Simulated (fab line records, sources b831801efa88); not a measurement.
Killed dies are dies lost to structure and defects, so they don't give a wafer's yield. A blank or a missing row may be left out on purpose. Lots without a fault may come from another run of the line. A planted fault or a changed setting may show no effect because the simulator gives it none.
Which tool did it? | flow sky130 | 6 lots, 17 wafers sampled, at 2 steps of a route of 708

WHAT THE GAUGES READ, wafer by wafer
SKY_LDD_N_TW_MEAS_17.
lot  | measured     | on            | LDD_N_TW
L752 | day 19 03:44 | film_metro-04 | 2607 2609 2606
L758 | day 21 09:14 | film_metro-04 | 2635 2641
L765 | day 23 14:45 | film_metro-04 | 2639 2627 2623
L768 | day 24 14:54 | film_metro-04 | 2643 2654 2666
L770 | day 25 15:02 | film_metro-04 | 2631 2627 2623
L772 | day 25 20:52 | film_metro-04 | 2639 2636 2648

WHICH TOOL RAN EACH LOT (tool, then ch and the chambers of the sampled wafers, then the start)
lot  | SKY_POLY_GATE_ETCH_16
L752 | rie_diel-01 ch 0,2,3, day 17 18:08
L758 | rie_diel-01 ch 0,1, day 19 22:03
L765 | rie_diel-01 ch 0,1,2, day 22 05:38
L768 | rie_diel-04 ch 0,1, day 23 05:32
L770 | rie_diel-04 ch 2,3, day 24 06:02
L772 | rie_diel-03 ch 1,2,3, day 24 11:23
- SKY_POLY_GATE_ETCH_16: etches Si3N4 in CH3F/O2, stops on poly-Si, time 147.5 s, target depth 75 nm.

THE ANSWER, worked out from the rows above alone
Rule: what is usual is taken from the lots themselves. Put in order of their means at a reading, lots are off if they are a third of the lots or fewer, leave a main group of 4 or more, and stand apart from it by a gap of 3 or more times the standard deviation of the main group's means; of several such gaps the widest counts. A main group whose means are all the same, to the digits that the tables above print for the reading, isn't used. A lot without any number at a reading at which 4 lots or more have one is off too. The other lots that the step has rows for count as sound.
No lot is off at any reading shown: from this, nothing can be told.

WHAT THE SIMULATOR HAD PUT IN
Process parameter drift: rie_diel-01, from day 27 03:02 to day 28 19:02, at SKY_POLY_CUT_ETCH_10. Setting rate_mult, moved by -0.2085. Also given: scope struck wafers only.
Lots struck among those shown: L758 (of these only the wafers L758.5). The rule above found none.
